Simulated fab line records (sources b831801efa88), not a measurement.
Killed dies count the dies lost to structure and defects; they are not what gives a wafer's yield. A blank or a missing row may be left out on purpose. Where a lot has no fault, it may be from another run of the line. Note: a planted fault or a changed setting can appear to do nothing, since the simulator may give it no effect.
fab line records / flow sky130
[record] lots = 4 wafers = 12 last-day = 50
route steps=708 shown CONTACT@425 METAL1@434 VIA1@458 PAD_OPEN@708
lots that met no fault: taken from a fault-free run of the same line
start-h: the number of hours between the record's first day and the start of the first shown wafer of the lot / wait-h: hours from the lot's prior step to this one / " identical to the entry in the row above / L1.1+2: several wafers, shown together as one row / - value missing, or start not given / * or withheld: withheld / < > ~ a bound
route shown NAME@n: NAME is a module with steps in the file, n the number in the route of the first one / usual: mean/standard deviation taken from wafers without a fault / same: alike in all rows / chamber/n: place in a boat / sites: each site's reading / _std_site: the standard deviation of these / _edge_site: inner sites' mean taken away from outer sites' mean / radius-mm: for every site, how far away it sits from the centre of the wafer / mask NAME#n: copy n / behind: tool/chamber where the wafer was last shaped / hold: what put the lot on hold/how long, in hours/how the hold closed / device: names the non-switching transistor (n, p or np) / end of line: at the end of the route, the tests of the same wafers / a step with no rows: only its recipe / killed: at the first sort, the dies lost to defects and structure; wafer yield is something else / map: shows each die of a wafer: x if killed, . if not, _ if none is there
set.NAME: the run value of the setting; set.NAME@STEP: its run value at that earlier step / model.NAME: the simulator's own value behind a step, which no gauge read
lots seen at some steps along the route; tables by step, rows by wafer
services: a tool's chamber out of use, with start hour (start-h, from the record's first day; less than 0 if before it), hours out, and reason
[[steps]]
[step SKY_CONTACT_STRIP_19]
[recipe] chemistry = O2/N2 power-w = 1400 pressure-mtorr = 1500 platen-temp-c = withheld o2-flow-sccm = 3000 n2-flow-sccm = 300 overash-fraction = 0.5
[step SKY_CONTACT_STRIP_20]
[recipe] chemistry = post-etch-residue-remover time-s = 1200 temp-c = 72.5
[step SKY_CONTACT_CLEAN_21]
[recipe] chemistry = IPA time-s = 180 temp-c = 25
[step SKY_CONTACT_CLEAN_22]
[recipe] chemistry = O3/DIW dry = n2-spin
[step SKY_CONTACT_SPUTTER_23]
[recipe] material = TiN target-thk-nm = 20 chamber-pressure-pa = 5 power-w = 4000 time-s = 80
[step SKY_CONTACT_CVD_24]
[recipe] material = W target-thk-nm = 340 time-s = 102.12 temp-c = 400 pressure-torr = 40
[step SKY_CONTACT_CMP_27]
[recipe] stop-on = SiO2 t-overpolish-s = 15 down-force-psi = 3.5 platen-rpm = 60 target-thk-nm = 0 pad-velocity-m-s = 0.94248
[step SKY_METAL1_SPUTTER_00]
[recipe] material = Ti target-thk-nm = 15 power-w = 3000 time-s = 10 chamber-pressure-pa = 0.4
[step SKY_METAL1_SPUTTER_01]
[recipe] material = TiN target-thk-nm = 20 power-w = 6500 time-s = 16.7 chamber-pressure-pa = 0.4
[step SKY_METAL1_SPUTTER_02]
[recipe] material = AlCu target-thk-nm = 250 power-w = 10600 time-s = 13.3 chamber-pressure-pa = 0.4
[step SKY_METAL1_SPUTTER_03]
[recipe] material = Ti target-thk-nm = 5 power-w = 3000 time-s = 3.3 chamber-pressure-pa = 0.4
[usual] chamber-pressure-pa = 0.4000/0.00081 throttle-valve-pct = 30.2/0.64
lot.wafer=L763.1 tool=pvd-sputter-04 chamber=- start-h=781.60 wait-h=0.0 chamber-pressure-pa=0.3997 throttle-valve-pct=29.9
lot.wafer=L763.2 tool=pvd-sputter-04 chamber=- start-h=781.60 wait-h=0.0 chamber-pressure-pa=0.4022 throttle-valve-pct=31.0
lot.wafer=L763.3 tool=pvd-sputter-04 chamber=- start-h=781.60 wait-h=0.0 chamber-pressure-pa=0.4002 throttle-valve-pct=29.9
lot.wafer=L767.2 tool=pvd-sputter-04 chamber=- start-h=812.24 wait-h=0.0 chamber-pressure-pa=0.3999 throttle-valve-pct=30.5
lot.wafer=L767.4 tool=pvd-sputter-04 chamber=- start-h=812.24 wait-h=0.0 chamber-pressure-pa=0.3998 throttle-valve-pct=29.7
lot.wafer=L767.5 tool=pvd-sputter-04 chamber=- start-h=812.24 wait-h=0.0 chamber-pressure-pa=0.4014 throttle-valve-pct=29.7
lot.wafer=L768.2 tool=pvd-sputter-04 chamber=- start-h=815.55 wait-h=0.0 chamber-pressure-pa=0.4005 throttle-valve-pct=29.9
lot.wafer=L768.3 tool=pvd-sputter-04 chamber=- start-h=815.55 wait-h=0.0 chamber-pressure-pa=0.4015 throttle-valve-pct=30.1
lot.wafer=L768.4 tool=pvd-sputter-04 chamber=- start-h=815.55 wait-h=0.0 chamber-pressure-pa=0.4009 throttle-valve-pct=29.8
lot.wafer=L779.4 tool=pvd-sputter-02 chamber=- start-h=887.85 wait-h=0.0 chamber-pressure-pa=0.4001 throttle-valve-pct=29.4
lot.wafer=L779.5 tool=pvd-sputter-02 chamber=- start-h=887.85 wait-h=0.0 chamber-pressure-pa=0.4003 throttle-valve-pct=31.3
lot.wafer=L779.6 tool=pvd-sputter-02 chamber=- start-h=887.85 wait-h=0.0 chamber-pressure-pa=0.3982 throttle-valve-pct=29.7
[step SKY_METAL1_SPUTTER_04]
[recipe] material = TiN target-thk-nm = 70 power-w = 6500 time-s = 58.3 chamber-pressure-pa = 0.4
[step SKY_METAL1_DEHYDRATE_07]
[recipe] temp-c = 200 time-s = 60
[step SKY_METAL1_HMDS_08]
[recipe] prime-time-s = 60 prime-temp-c = 120
[step SKY_METAL1_COAT_09]
[recipe] resist = BARC temp-c = withheld time-s = withheld spin-rpm = 3000 resist-thk-nm = 60
[step SKY_METAL1_COAT_10]
[recipe] resist = KrF-thick spin-rpm = 3000 resist-thk-nm = 450
[step SKY_METAL1_SOFTBAKE_11]
[recipe] temp-c = 100 time-s = 90 resist = KrF-thick
[step SKY_METAL1_EXPOSE_12]
[recipe] mask-id = MM1 na = 0.8 source-shape = annular sigma-inner = 0.55 sigma-outer = 0.85 target-cd-nm = 140 dose-mj = 28
[step SKY_METAL1_PEB_13]
[recipe] peb-temp-c = withheld peb-time-s = withheld resist = KrF-thick
[step SKY_METAL1_DEVELOP_14]
[recipe] develop-time-s = 60 resist = KrF-thick dev-temp-c = 21
[step SKY_METAL1_DESCUM_17]
[recipe] chemistry = O2 source-power-w = 150 bias-power-w = 0 pressure-mtorr = 10 temp-c = 40 time-s = 8
[step SKY_METAL1_ETCH_18]
[recipe] chemistry = N2/H2 target = BARC ion-energy-ev = 200 bias-w = 100 pressure-mtorr = 30 n2-flow-sccm = 100 h2-flow-sccm = 200 icp-w = 500 stop-on = SiO2 time-s = 45.9 target-depth-a = 600
[step SKY_METAL1_METAL_ETCH_19]
[recipe] target-depth-a = 3600 stop-on = SiO2 over-etch-frac = 0.3 time-s = 78 chemistry = Cl2/BCl3 resist-sidewall-deg = 88 pressure-mtorr = 10 icp-w = 900 bias-w = 48.5 Cl2_flow_sccm = 60 bcl3-flow-sccm = 30
[step SKY_METAL1_STRIP_20]
[recipe] chemistry = O2/N2 power-w = 1400 pressure-mtorr = 1500 platen-temp-c = withheld o2-flow-sccm = 3000 n2-flow-sccm = 300 overash-fraction = 0.5
[step SKY_METAL1_STRIP_21]
[recipe] chemistry = post-etch-residue-remover time-s = 1200 temp-c = 72.5
[step SKY_METAL1_CLEAN_22]
[recipe] chemistry = IPA time-s = 180 temp-c = 25
[step SKY_METAL1_CLEAN_23]
[recipe] chemistry = O3/DIW dry = n2-spin
[step SKY_VIA1_HDPCVD_00]
[recipe] material = SiO2 target-thk-nm = 1030 sigma-open-frac = 0.3 time-s = 171.7 temp-c = 400 sih4-flow-sccm = 60 pressure-mtorr = 6
[step SKY_VIA1_CMP_02]
[recipe] material = SiO2 down-force-psi = 4 platen-rpm = 60 pad-velocity-m-s = 0.94248
[step SKY_VIA1_DEHYDRATE_04]
[recipe] temp-c = 200 time-s = 60
[step SKY_VIA1_HMDS_05]
[recipe] prime-time-s = 60 prime-temp-c = 120
[step SKY_VIA1_COAT_06]
[recipe] resist = BARC temp-c = withheld time-s = withheld spin-rpm = 3000 resist-thk-nm = 60
[step SKY_VIA1_COAT_07]
[recipe] resist = KrF-thick spin-rpm = 3000 resist-thk-nm = 450
[step SKY_VIA1_SOFTBAKE_08]
[recipe] temp-c = 100 time-s = 90 resist = KrF-thick
[step SKY_PAD_OPEN_PROBE_99]
[usual] defect-limited-yield = 82.2/1.8 killed_at_M0_to_M3 = 44/6 killed_at_M4_up = 3.3/2.1 killed-at-contacts = 25/5.5 killed-at-front-end = 15/4.3 killed-at-other = 0.2/0.41 killed-dies = 88/9.1 killed-open = 48/6.6 killed-short = 39/6.7 sort_bin_3_pad_short = 0.9/0.4 sort_bin_5_function = 10.4/1.5 sort_bin_6_memory = 6.5/1.1 sort-n-pass = 404/9.1 sort-yield-pct = 82.2/1.8
[same] gross-dies = 492 killed-at-back-side = 0 sort_bin_4_leakage[%] = 0 sort_bin_8_speed[%] = 0
lot.wafer=L763.1 tool=prober-02 chamber=- start-h=1109.89 wait-h=0.1 defect-limited-yield[%]=81.7 killed_at_M0_to_M3=40 killed_at_M4_up=6 killed-at-contacts=27 killed-at-front-end=17 killed-at-other=0 killed-dies=90 killed-open=47 killed-short=43 sort_bin_3_pad_short[%]=0.8 sort_bin_5_function[%]=10.2 sort_bin_6_memory[%]=7.3 sort-n-pass=402 sort-yield-pct[%]=81.7 model.etest.tester.sort-n-pass=402 model.etest.tester.sort-yield-pct=81.71 model.etest.tester.sort_bin_5_pct=10.16 model.etest.tester.sort_bin_3_pct=0.813
lot.wafer=L763.2 tool=prober-02 chamber=- start-h=1109.94 wait-h=0.1 defect-limited-yield[%]=83.5 killed_at_M0_to_M3=41 killed_at_M4_up=4 killed-at-contacts=20 killed-at-front-end=15 killed-at-other=1 killed-dies=81 killed-open=47 killed-short=34 sort_bin_3_pad_short[%]=0.2 sort_bin_5_function[%]=8.9 sort_bin_6_memory[%]=7.3 sort-n-pass=411 sort-yield-pct[%]=83.5 model.etest.tester.sort-n-pass=411 model.etest.tester.sort-yield-pct=83.54 model.etest.tester.sort_bin_5_pct=8.943 model.etest.tester.sort_bin_3_pct=0.2033
lot.wafer=L763.3 tool=prober-02 chamber=- start-h=1109.99 wait-h=0.2 defect-limited-yield[%]=79.9 killed_at_M0_to_M3=51 killed_at_M4_up=4 killed-at-contacts=28 killed-at-front-end=16 killed-at-other=0 killed-dies=99 killed-open=54 killed-short=45 sort_bin_3_pad_short[%]=1.0 sort_bin_5_function[%]=11.4 sort_bin_6_memory[%]=7.7 sort-n-pass=393 sort-yield-pct[%]=79.9 model.etest.tester.sort-n-pass=393 model.etest.tester.sort-yield-pct=79.88 model.etest.tester.sort_bin_5_pct=11.38 model.etest.tester.sort_bin_3_pct=1.016
lot.wafer=L767.2 tool=prober-01 chamber=- start-h=1134.09 wait-h=0.1 defect-limited-yield[%]=75.2 killed_at_M0_to_M3=81 killed_at_M4_up=6 killed-at-contacts=20 killed-at-front-end=13 killed-at-other=2 killed-dies=122 killed-open=47 killed-short=40 sort_bin_3_pad_short[%]=2.4 sort_bin_5_function[%]=14.8 sort_bin_6_memory[%]=7.5 sort-n-pass=370 sort-yield-pct[%]=75.2 model.etest.tester.sort-n-pass=370 model.etest.tester.sort-yield-pct=75.2 model.etest.tester.sort_bin_5_pct=14.84 model.etest.tester.sort_bin_3_pct=2.439
lot.wafer=L767.4 tool=prober-01 chamber=- start-h=1134.19 wait-h=0.2 defect-limited-yield[%]=73.4 killed_at_M0_to_M3=78 killed_at_M4_up=7 killed-at-contacts=30 killed-at-front-end=16 killed-at-other=0 killed-dies=131 killed-open=51 killed-short=37 sort_bin_3_pad_short[%]=2.4 sort_bin_5_function[%]=15.9 sort_bin_6_memory[%]=8.3 sort-n-pass=361 sort-yield-pct[%]=73.4 model.etest.tester.sort-n-pass=361 model.etest.tester.sort-yield-pct=73.37 model.etest.tester.sort_bin_5_pct=15.85 model.etest.tester.sort_bin_3_pct=2.439
lot.wafer=L767.5 tool=prober-01 chamber=- start-h=1134.24 wait-h=0.2 defect-limited-yield[%]=76.6 killed_at_M0_to_M3=63 killed_at_M4_up=5 killed-at-contacts=29 killed-at-front-end=18 killed-at-other=0 killed-dies=115 killed-open=49 killed-short=44 sort_bin_3_pad_short[%]=1.4 sort_bin_5_function[%]=15.2 sort_bin_6_memory[%]=6.7 sort-n-pass=377 sort-yield-pct[%]=76.6 model.etest.tester.sort-n-pass=377 model.etest.tester.sort-yield-pct=76.63 model.etest.tester.sort_bin_5_pct=15.24 model.etest.tester.sort_bin_3_pct=1.423
lot.wafer=L768.2 tool=prober-02 chamber=- start-h=1135.52 wait-h=0.1 defect-limited-yield[%]=75.8 killed_at_M0_to_M3=69 killed_at_M4_up=5 killed-at-contacts=29 killed-at-front-end=16 killed-at-other=0 killed-dies=119 killed-open=50 killed-short=46 sort_bin_3_pad_short[%]=1.4 sort_bin_5_function[%]=16.9 sort_bin_6_memory[%]=5.9 sort-n-pass=373 sort-yield-pct[%]=75.8 model.etest.tester.sort-n-pass=373 model.etest.tester.sort-yield-pct=75.81 model.etest.tester.sort_bin_5_pct=16.87 model.etest.tester.sort_bin_3_pct=1.423
lot.wafer=L768.3 tool=prober-02 chamber=- start-h=1135.57 wait-h=0.2 defect-limited-yield[%]=75.2 killed_at_M0_to_M3=72 killed_at_M4_up=2 killed-at-contacts=35 killed-at-front-end=13 killed-at-other=0 killed-dies=122 killed-open=45 killed-short=43 sort_bin_3_pad_short[%]=1.6 sort_bin_5_function[%]=16.1 sort_bin_6_memory[%]=7.1 sort-n-pass=370 sort-yield-pct[%]=75.2 model.etest.tester.sort-n-pass=370 model.etest.tester.sort-yield-pct=75.2 model.etest.tester.sort_bin_5_pct=16.06 model.etest.tester.sort_bin_3_pct=1.626
lot.wafer=L768.4 tool=prober-02 chamber=- start-h=1135.62 wait-h=0.2 defect-limited-yield[%]=80.7 killed_at_M0_to_M3=48 killed_at_M4_up=2 killed-at-contacts=31 killed-at-front-end=13 killed-at-other=1 killed-dies=95 killed-open=43 killed-short=35 sort_bin_3_pad_short[%]=1.6 sort_bin_5_function[%]=10.4 sort_bin_6_memory[%]=7.3 sort-n-pass=397 sort-yield-pct[%]=80.7 model.etest.tester.sort-n-pass=397 model.etest.tester.sort-yield-pct=80.69 model.etest.tester.sort_bin_5_pct=10.37 model.etest.tester.sort_bin_3_pct=1.626
lot.wafer=L779.4 tool=prober-02 chamber=- start-h=1187.96 wait-h=0.2 defect-limited-yield[%]=84.3 killed_at_M0_to_M3=37 killed_at_M4_up=3 killed-at-contacts=22 killed-at-front-end=15 killed-at-other=0 killed-dies=77 killed-open=40 killed-short=37 sort_bin_3_pad_short[%]=1.6 sort_bin_5_function[%]=8.3 sort_bin_6_memory[%]=5.7 sort-n-pass=415 sort-yield-pct[%]=84.3 model.etest.tester.sort-n-pass=415 model.etest.tester.sort-yield-pct=84.35 model.etest.tester.sort_bin_5_pct=8.333 model.etest.tester.sort_bin_3_pct=1.626
lot.wafer=L779.5 tool=prober-02 chamber=- start-h=1188.01 wait-h=0.2 defect-limited-yield[%]=78.3 killed_at_M0_to_M3=54 killed_at_M4_up=1 killed-at-contacts=38 killed-at-front-end=14 killed-at-other=0 killed-dies=107 killed-open=69 killed-short=38 sort_bin_3_pad_short[%]=1.0 sort_bin_5_function[%]=12.8 sort_bin_6_memory[%]=7.9 sort-n-pass=385 sort-yield-pct[%]=78.3 model.etest.tester.sort-n-pass=385 model.etest.tester.sort-yield-pct=78.25 model.etest.tester.sort_bin_5_pct=12.8 model.etest.tester.sort_bin_3_pct=1.016
lot.wafer=L779.6 tool=prober-02 chamber=- start-h=1188.06 wait-h=0.2 defect-limited-yield[%]=85.2 killed_at_M0_to_M3=35 killed_at_M4_up=1 killed-at-contacts=19 killed-at-front-end=18 killed-at-other=0 killed-dies=73 killed-open=41 killed-short=32 sort_bin_3_pad_short[%]=0.8 sort_bin_5_function[%]=9.8 sort_bin_6_memory[%]=4.3 sort-n-pass=419 sort-yield-pct[%]=85.2 model.etest.tester.sort-n-pass=419 model.etest.tester.sort-yield-pct=85.16 model.etest.tester.sort_bin_5_pct=9.756 model.etest.tester.sort_bin_3_pct=0.813
// killed by level:class
L763.1 CONTACT:geometric-particle:open=12 LI_CONTACT:geometric-particle:open=6 VIA1:geometric-particle:short=6 METAL1:geometric-particle:short=6 POLY_GATE:geometric-particle:short=5 POLY_GATE:geometric-particle:open=5 METAL4:geometric-particle:short=5 CONTACT:geometric-particle:short=5
L763.2 VIA1:geometric-particle:open=11 CONTACT:geometric-particle:open=8 VIA2:geometric-particle:open=7 METAL2:geometric-particle:short=6 LI_CONTACT:geometric-particle:open=5 POLY_GATE:geometric-particle:open=5 CONTACT:geometric-particle:short=4 VIA3:geometric-particle:short=4
L763.3 VIA1:geometric-particle:open=14 CONTACT:geometric-particle:open=14 VIA2:geometric-particle:open=9 METAL1:geometric-particle:short=7 VIA3:geometric-particle:open=7 POLY_GATE:geometric-particle:short=5 LOCAL_INTERCONNECT:geometric-particle:short=4 CONTACT:geometric-particle:short=4
L767.2 METAL1:unspecified=34 VIA1:geometric-particle:open=11 CONTACT:geometric-particle:open=10 VIA3:geometric-particle:open=8 VIA1:geometric-particle:short=6 METAL2:geometric-particle:short=5 METAL2:geometric-particle:open=4 METAL3:geometric-particle:short=4
L767.4 METAL1:unspecified=43 CONTACT:geometric-particle:open=14 VIA1:geometric-particle:open=8 LI_CONTACT:geometric-particle:open=6 VIA3:geometric-particle:open=6 METAL4:geometric-particle:short=6 POLY_GATE:geometric-particle:open=5 CONTACT:geometric-particle:short=5
L767.5 METAL1:unspecified=21 CONTACT:geometric-particle:open=15 VIA3:geometric-particle:open=9 VIA1:geometric-particle:open=9 FIELD_ISO:geometric-particle:short=7 METAL1:geometric-particle:short=7 VIA1:geometric-particle:short=6 METAL2:geometric-particle:short=6
L768.2 METAL1:unspecified=23 CONTACT:geometric-particle:open=14 VIA1:geometric-particle:short=9 LI_CONTACT:geometric-particle:open=7 VIA1:geometric-particle:open=7 VIA3:geometric-particle:open=7 METAL2:geometric-particle:short=5 CONTACT:geometric-particle:short=5
L768.3 METAL1:unspecified=33 CONTACT:geometric-particle:short=10 VIA1:geometric-particle:open=9 CONTACT:geometric-particle:open=8 VIA2:geometric-particle:open=7 LI_CONTACT:geometric-particle:open=6 METAL1:geometric-particle:short=5 LOCAL_INTERCONNECT:geometric-particle:short=5
L768.4 METAL1:unspecified=17 CONTACT:geometric-particle:open=12 VIA1:geometric-particle:open=7 LI_CONTACT:geometric-particle:open=6 LI_CONTACT:geometric-particle:short=5 VIA2:geometric-particle:short=5 LOCAL_INTERCONNECT:geometric-particle:short=4 POLY_GATE:geometric-particle:open=4
L779.4 VIA1:geometric-particle:open=12 CONTACT:geometric-particle:open=8 FIELD_ISO:geometric-particle:open=5 LOCAL_INTERCONNECT:geometric-particle:short=5 VIA1:geometric-particle:short=5 FIELD_ISO:geometric-particle:short=4 LI_CONTACT:geometric-particle:open=4 METAL2:geometric-particle:short=4
L779.5 LI_CONTACT:geometric-particle:open=14 CONTACT:geometric-particle:open=13 VIA2:geometric-particle:open=12 VIA1:geometric-particle:open=10 METAL2:geometric-particle:short=7 VIA3:geometric-particle:open=7 FIELD_ISO:geometric-particle:open=6 VIA2:geometric-particle:short=6
L779.6 VIA1:geometric-particle:open=12 VIA2:geometric-particle:open=7 POLY_GATE:geometric-particle:short=6 CONTACT:geometric-particle:open=6 LI_CONTACT:geometric-particle:open=5 CONTACT:geometric-particle:short=5 FIELD_ISO:geometric-particle:open=4 FIELD_ISO:geometric-particle:short=4
// map L767.4 (x killed, . not)
__________x........._________
________....x..xxx..xx_______
______x.........x..x...._____
_____..x...x.x.xxxx.xx...____
____..x.x...x.xxxxxxxxx..x___
___...x.x....xxxxxxxx.x.x..__
__.......x...xxxxxxxxxx....._
_xx....x....xxxxxxxxx........
_......x........xxxx.........
_...x..x.x..x..xx....x...x...
_.x..........x...x...x.x.x...
_.x...x.xx....x...........xx.
_xx........x.x...x........x..
_..................x.......x.
_...xx.....x....x..xx.x...x..
__...xx.......xx....x.xx...._
___..x.......x..........x..__
____........xx..xx....x...___
_____.........x........x.____
______.x......x......x.._____
________.............._______
__________...x..x..._________
// map L768.3 (x killed, . not)
__________...x.x.x.._________
________x....x..xxx.x._______
______.....x..x.x..xxxx._____
_____x......x.....x......____
____.............x........___
___.xx.....................__
__.x..x..................x.._
_..xx..x...........x.......x.
_x......................x...x
_x....x..........x.xx........
_xxx.xx............x....x...x
_.xxxxxx..x..x.....x.........
_xxxxxxxx.x..x.....x..x.x..x.
_xxxxxxx...x.........xx...xx.
_xxxxxxx...xx..........x.....
__xxxxx.....x..x............_
___x.x.xx.x.x.....xx.......__
____.......x.............x___
_____x.....x.x.x.........____
______...x.....x........_____
________xxxx......x..._______
__________.x.x.x...._________
[[services]]
tool=pvd-sputter-04 chamber=- start-h=775.92 hours=5.5 kind=repair
tool=pvd-sputter-04 chamber=0 start-h=811.75 hours=- kind=consumable-replace:kit
tool=pvd-sputter-04 chamber=0 start-h=811.75 hours=18.0 kind=scheduled-down
tool=pvd-sputter-04 chamber=0 start-h=811.75 hours=18.0 kind=vent-cycle
tool=pvd-sputter-04 chamber=- start-h=816.93 hours=2.1 kind=repair
tool=pvd-sputter-02 chamber=- start-h=832.51 hours=12.7 kind=repair
tool=pvd-sputter-02 chamber=2 start-h=861.36 hours=- kind=consumable-replace:kit
tool=pvd-sputter-02 chamber=2 start-h=861.36 hours=18.0 kind=scheduled-down
tool=pvd-sputter-02 chamber=2 start-h=861.36 hours=18.0 kind=vent-cycle
[[key]]
[first-sign] step = SKY_PAD_OPEN_PROBE_99 reading = killed_at_M0_to_M3 direction = up sigmas = 4.2 usual = 44 struck = 68
[effect] step = SKY_PAD_OPEN_PROBE_99 reading = defect-limited-yield direction = down sigmas = 3.3 usual = 82.2 struck = 76.2 wafers-moved = 5
[model-effect] step = SKY_PAD_OPEN_PROBE_99 value = etest.tester.sort-n-pass without = 400.5 struck = 374.7
met-at SKY_METAL1_SPUTTER_03
struck-wafers L767.2,L767.4,L767.5,L768.2,L768.3,L768.4
onset-between 781.60 812.24
[fault] kind = chamber-particle-source tool = pvd-sputter-04 chamber = - onset-h = 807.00 steps = SKY_METAL1_SPUTTER_03 rate-per-visit-cm2 = 0.49752 end-h = 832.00
